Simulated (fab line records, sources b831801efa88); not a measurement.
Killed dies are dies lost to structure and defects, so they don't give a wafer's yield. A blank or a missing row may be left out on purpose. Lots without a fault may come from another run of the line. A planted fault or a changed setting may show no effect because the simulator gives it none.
A struck lot beside a sound one | flow sky130 | 14 steps out of a route of 708
Sound: wafers L860.1, L860.2, L860.3. Struck: wafers L862.1, L862.2, L862.3. The cause comes at the end.
At each step with rows: each side's tool, then ch and its chambers, then its first start. Under that, the readings that differ: sound wafers | struck wafers | difference of the means | sigmas: that difference in standard deviations of wafers without a fault.
alike: readings whose means differ by less than 2 such deviations, and words and numbers that are the same on both sides. not compared: withheld readings, readings that some wafer has no value for, bounds like >300 that may hide the same value, and numbers for which the record gives no deviation and whose values overlap.
The two part at a step that has a row with sigmas, a row that says differs or no value, or rows on one side only. Numbers that don't overlap but have no deviation are shown without sigmas and don't part them. A reading that every wafer of one side lacks parts them only if that side has two wafers or more.

SKY_CAP2M_METAL_ETCH_13: etches TiN in Cl2/BCl3, stops on SiO2, target depth 220 nm, time 62.9 s.
  sound on rie_metal-02 ch 0,1, day 42 23:53; struck on rie_metal-02 ch 0,1, day 43 02:44
  alike: bias_w, drypump_motor_current_A, oes_product_au, throttle_valve_pct
  not compared: rf_hours_counter_h
SKY_CAP2M_STRIP_14: strips in O2/N2.
  sound on plasma_asher-04 ch 0,1, day 42 23:58; struck on plasma_asher-01 ch 0,1, day 43 02:49
  alike: drypump_motor_current_A, oes_product_au, strip_time_to_endpoint_s
  not compared: rf_hours_counter_h
then, 10 steps without rows for these wafers: SKY_CAP2M_STRIP_15 (strips in post etch residue remover, time 1200 s); SKY_CAP2M_CLEAN_16 (cleans in IPA, time 180 s); SKY_CAP2M_CLEAN_17 (cleans in O3/DIW); SKY_METAL4_DEHYDRATE_05 (time 60 s); SKY_METAL4_HMDS_06 (prime time 60 s); SKY_METAL4_COAT_07 (resist thk 60 nm); SKY_METAL4_COAT_08 (resist thk 1140 nm); SKY_METAL4_SOFTBAKE_09 (time 90 s); SKY_METAL4_EXPOSE_10 (exposes mask MM4, target cd 300 nm); SKY_METAL4_PEB_11.
SKY_METAL4_DEVELOP_12: develop time 60 s.
  sound on litho_track-03 ch 0, day 43 21:00; struck on litho_track-03, day 44 01:00
  no value came back on the struck wafers for chill_plate_temp_C (C), develop_time_s (s); on the sound wafers chill_plate_temp_C (C) reads 23.09 23.05 22.92
  reading                                       | sound          | struck         | difference | sigmas
  model.KrF-thick_of_METAL4_COAT_08.thk_nm (nm) | 1128 1123 1128 | 1143 1142 1146 | +17        |
SKY_METAL4_CD_MEAS_13: target cd 300 nm.
  sound on cd_sem-01, day 43 21:45; struck on cd_sem-01, day 44 01:46
  reading    | sound             | struck | difference                    | sigmas
  cd_nm (nm) | 299.1 300.6 298.7 | - - -  | no value on the struck wafers |

WHERE THEY PART
First at SKY_METAL4_DEVELOP_12; last, within this record, at SKY_METAL4_CD_MEAS_13.

WHY: what the simulator had put in
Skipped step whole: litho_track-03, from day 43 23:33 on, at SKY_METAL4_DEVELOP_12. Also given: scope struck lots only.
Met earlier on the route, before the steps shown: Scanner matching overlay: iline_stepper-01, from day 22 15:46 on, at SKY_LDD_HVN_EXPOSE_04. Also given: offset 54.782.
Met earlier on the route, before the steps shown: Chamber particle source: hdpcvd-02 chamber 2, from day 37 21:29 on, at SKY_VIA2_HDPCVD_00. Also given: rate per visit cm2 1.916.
